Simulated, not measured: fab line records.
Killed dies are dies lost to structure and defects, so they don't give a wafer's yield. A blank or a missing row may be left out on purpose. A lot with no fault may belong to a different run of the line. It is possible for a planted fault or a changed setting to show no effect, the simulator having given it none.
A lot that was struck, set against a sound lot / flow sky130 / 19 out of 708 route steps
Sound: these wafers, L599.1, L599.2, L599.5. Wafers L608.1, L608.5, L608.6 were the ones struck. The cause is given at the end.
Per side, at each step with rows, come the tool, then ch with its chambers, and then its first start. Under that, the readings that differ: sound wafers / struck wafers / difference of the means / sigmas: that difference in standard deviations of wafers without a fault.
alike: readings with means less than 2 such deviations apart, plus words and numbers identical on both sides. not compared: withheld readings, readings lacking a value on some wafer, bounds such as >300 that could conceal the same value, and numbers that have no deviation in the record and whose values overlap.
The two part at a step that has a row with sigmas, a row that says differs or no value, or rows on one side only. When numbers do not overlap yet have no deviation, they are printed without sigmas and do not part them. Lack of a reading on every wafer of one side parts them only where that side has two or more wafers.

first, 8 steps without rows for these wafers: SKY_RES_XHIGH_DEHYDRATE_00 (time 60 s); SKY_RES_XHIGH_HMDS_01 (prime time 60 s); SKY_RES_XHIGH_COAT_02 (resist thk 1140 nm); SKY_RES_XHIGH_SOFTBAKE_03 (time 60 s); SKY_RES_XHIGH_EXPOSE_04 (exposes mask URPM, target cd 1270 nm); SKY_RES_XHIGH_PEB_05; SKY_RES_XHIGH_DEVELOP_06 (develop time 60 s); SKY_RES_XHIGH_IMPLANT_07.
SKY_RES_XHIGH_STRIP_08: strips in O2/N2.
  sound on plasmaAsher-03 ch 0,1, day 28 06:31; struck on plasmaAsher-01 ch 0,1, day 31 08:53
reading=stripTimeToEndpointS (s); sound=14.25 14.16 14.21; struck=14.30 14.31 14.35; difference=+0.11; sigmas=+2
  alike: chamberPressureMTorr, drypumpMotorCurrentA, n2FlowSccm, oesProductAu
  not compared: rfHoursCounterH
SKY_RES_XHIGH_TW_MEAS_09:
  struck on filmMetro-01, day 31 08:59; sound on filmMetro-02, day 28 06:37
reading=RES_XHIGH_TW; sound=1657 1654 1656; struck=1623 1623 1610; difference=-37; sigmas=-2
then, 2 steps without rows for these wafers: SKY_SD_N_DEHYDRATE_00 (time 60 s); SKY_SD_N_HMDS_01 (prime time 60 s).
SKY_SD_N_COAT_02: resist thk 1140 nm.
  sound on lithoTrack-03 ch 0, day 28 20:14; struck on lithoTrack-04, day 31 21:41
  no value came back on the struck wafers for chillPlateTempC (C), dispensePressureKPa (kPa); on the sound wafers chillPlateTempC (C) reads 22.91 22.90 23.05
then, 4 steps without rows for these wafers: SKY_SD_N_SOFTBAKE_03 (time 60 s); SKY_SD_N_EXPOSE_04 (exposes mask NSDM, target cd 380 nm); SKY_SD_N_PEB_05; SKY_SD_N_DEVELOP_06 (develop time 60 s).
SKY_SD_N_CD_MEAS_07 targets a cd of 380 nm.
  struck on cdSem-02, day 32 12:26; sound on cdSem-01, day 29 11:01
reading=cdNm (nm); sound=375.8 377.7 378.2; struck=- - -; difference=no value on the struck wafers; sigmas=
SKY_SD_N_OVL_MEAS_08:
  struck on overlay-01, day 32 12:33; sound on overlay-02, day 29 11:08
reading=SD_N_OVL (nm); sound=-1.5 -2.0 -0.5; struck=- - -; difference=no value on the struck wafers; sigmas=

WHERE THEY PART
Last at SKY_SD_N_OVL_MEAS_08 as far as this record goes, first at SKY_RES_XHIGH_STRIP_08.

WHY: whatever the simulator had introduced
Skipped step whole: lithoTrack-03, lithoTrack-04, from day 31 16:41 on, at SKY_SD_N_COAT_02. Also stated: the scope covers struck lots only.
